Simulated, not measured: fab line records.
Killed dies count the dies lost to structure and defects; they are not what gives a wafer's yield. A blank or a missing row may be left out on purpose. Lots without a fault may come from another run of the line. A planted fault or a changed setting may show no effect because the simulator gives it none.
Commonality check across tools + flow gf180mcu + Sample size 12 lots and 36 wafers

WHAT PROMPTED THE OPENING
GF_M4_RS_MEAS_05, reading M4_ALCU_RS: flagged on 2 of 12 lots. Wafers without a fault read 0.0690 ohm/sq, standard deviation 0.00079.
Rule: a lot gets a flag if all its wafers with a number sit over 4 standard deviations from that mean, or if no wafer of it has a number. The rest of the lots are taken to be sound.

| lot  | measured     | on           | M4_ALCU_RS (ohm/sq), wafer by wafer | flag    |
|------|--------------|--------------|-------------------------------------|---------|
| L474 | day 22 22:44 | filmMetro-03 | 0.0685 0.0702 0.0674                |         |
| L475 | day 23 03:52 | filmMetro-02 | 0.0693 0.0693 0.0697                |         |
| L477 | day 24 07:15 | filmMetro-03 | 0.0676 0.0683 0.0679                |         |
| L478 | day 24 08:20 | filmMetro-03 | 0.0686 0.0693 0.0693                |         |
| L479 | day 24 14:13 | filmMetro-02 | 0.0682 0.0684 0.0695                |         |
| L480 | day 25 08:37 | filmMetro-03 | 0.0695 0.0705 0.0680                |         |
| L484 | day 26 08:59 | filmMetro-03 | 0.0497 0.0501 0.0509                | FLAGGED |
| L487 | day 27 10:41 | filmMetro-03 | 0.0513 0.0508 0.0504                | FLAGGED |
| L492 | day 28 22:15 | filmMetro-02 | 0.0692 0.0701 0.0696                |         |
| L493 | day 29 05:53 | filmMetro-03 | 0.0697 0.0682 0.0682                |         |
| L494 | day 29 18:34 | filmMetro-02 | 0.0686 0.0682 0.0695                |         |
| L496 | day 29 23:54 | filmMetro-02 | 0.0677 0.0703 0.0706                |         |
On average the flagged lots' numbers are 0.0505 ohm/sq, which is -0.0185 ohm/sq against the usual, or -23 standard deviations.

LOT BY LOT: THE TOOL USED
2 process steps preceding the reading are held in the record, out of 602 steps in the route. Cell contents, in order: the tool; ch with the chambers the sampled wafers went through; the start.
| lot  | flag    | GF_V3_CVD_23                 | GF_M4_SPUTTER_02            |
|------|---------|------------------------------|-----------------------------|
| L474 |         | cvdW-01 ch 0,1, day 22 21:54 | pvdSputter-03, day 22 22:37 |
| L475 |         | cvdW-01 ch 1, day 23 03:02   | pvdSputter-02, day 23 03:46 |
| L477 |         | cvdW-02 ch 0,1, day 24 06:26 | pvdSputter-04, day 24 07:10 |
| L478 |         | cvdW-01 ch 0,1, day 24 07:14 | pvdSputter-03, day 24 08:13 |
| L479 |         | cvdW-01 ch 0,1, day 24 13:24 | pvdSputter-03, day 24 14:08 |
| L480 |         | cvdW-02 ch 0,1, day 25 07:37 | pvdSputter-04, day 25 08:30 |
| L484 | FLAGGED | cvdW-02 ch 0, day 26 08:11   | pvdSputter-04, day 26 08:54 |
| L487 | FLAGGED | cvdW-02 ch 0,1, day 27 09:52 | pvdSputter-04, day 27 10:33 |
| L492 |         | cvdW-01 ch 0,1, day 28 21:26 | pvdSputter-02, day 28 22:10 |
| L493 |         | cvdW-01 ch 0,1, day 29 05:05 | pvdSputter-03, day 29 05:48 |
| L494 |         | cvdW-02 ch 0,1, day 29 17:44 | pvdSputter-02, day 29 18:27 |
| L496 |         | cvdW-02 ch 0,1, day 29 22:52 | pvdSputter-04, day 29 23:41 |
What is done by these steps:
- GF_V3_CVD_23: deposits W, target thk 350 nm, time 104.9 s.
- GF_M4_SPUTTER_02: material AlCu, target thk 450 nm, time 23.9 s.
- GF_M4_RS_MEAS_05: measures by four-point-probe.

FLAGGED OVER TOTAL, TOOL BY TOOL (the gauges that took the reading come last)
| step             | tool          | lots run | flagged | share of the flagged lots | sound lots run after its first flagged lot |
|------------------|---------------|----------|---------|---------------------------|--------------------------------------------|
| GF_V3_CVD_23     | cvdW-01       | 6        | 0       | none                      | -                                          |
| GF_V3_CVD_23     | cvdW-02       | 6        | 2       | all                       | 2 (L494,L496)                              |
| GF_M4_SPUTTER_02 | pvdSputter-02 | 3        | 0       | none                      | -                                          |
| GF_M4_SPUTTER_02 | pvdSputter-03 | 4        | 0       | none                      | -                                          |
| GF_M4_SPUTTER_02 | pvdSputter-04 | 5        | 2       | all                       | 1 (L496)                                   |
| GF_M4_RS_MEAS_05 | filmMetro-02  | 5        | 0       | none                      | -                                          |
| GF_M4_RS_MEAS_05 | filmMetro-03  | 7        | 2       | all                       | 1 (L493)                                   |

THE TABLE: WHAT IT ALLOWS
All flagged lots were run by 3 table rows, namely cvdW-02 at GF_V3_CVD_23, pvdSputter-04 at GF_M4_SPUTTER_02, filmMetro-03 at GF_M4_RS_MEAS_05.
- cvdW-02 at GF_V3_CVD_23 ran 6 lots, 2 of them flagged. After the first flagged lot (L494, L496), sound lots still ran on it; a lasting fault on the whole tool would not permit that.
- pvdSputter-04 at GF_M4_SPUTTER_02 ran 5 lots, 2 of them flagged. After the first flagged lot (L496), sound lots still ran on it; a lasting fault on the whole tool would not permit that.
- filmMetro-03 at GF_M4_RS_MEAS_05 ran 7 lots, 2 of them flagged. After the first flagged lot (L493), sound lots still ran on it; a lasting fault on the whole tool would not permit that.
No row of the table ran every flagged lot and no sound lot after the first.

WHAT HAD BEEN PUT IN BY THE SIMULATOR
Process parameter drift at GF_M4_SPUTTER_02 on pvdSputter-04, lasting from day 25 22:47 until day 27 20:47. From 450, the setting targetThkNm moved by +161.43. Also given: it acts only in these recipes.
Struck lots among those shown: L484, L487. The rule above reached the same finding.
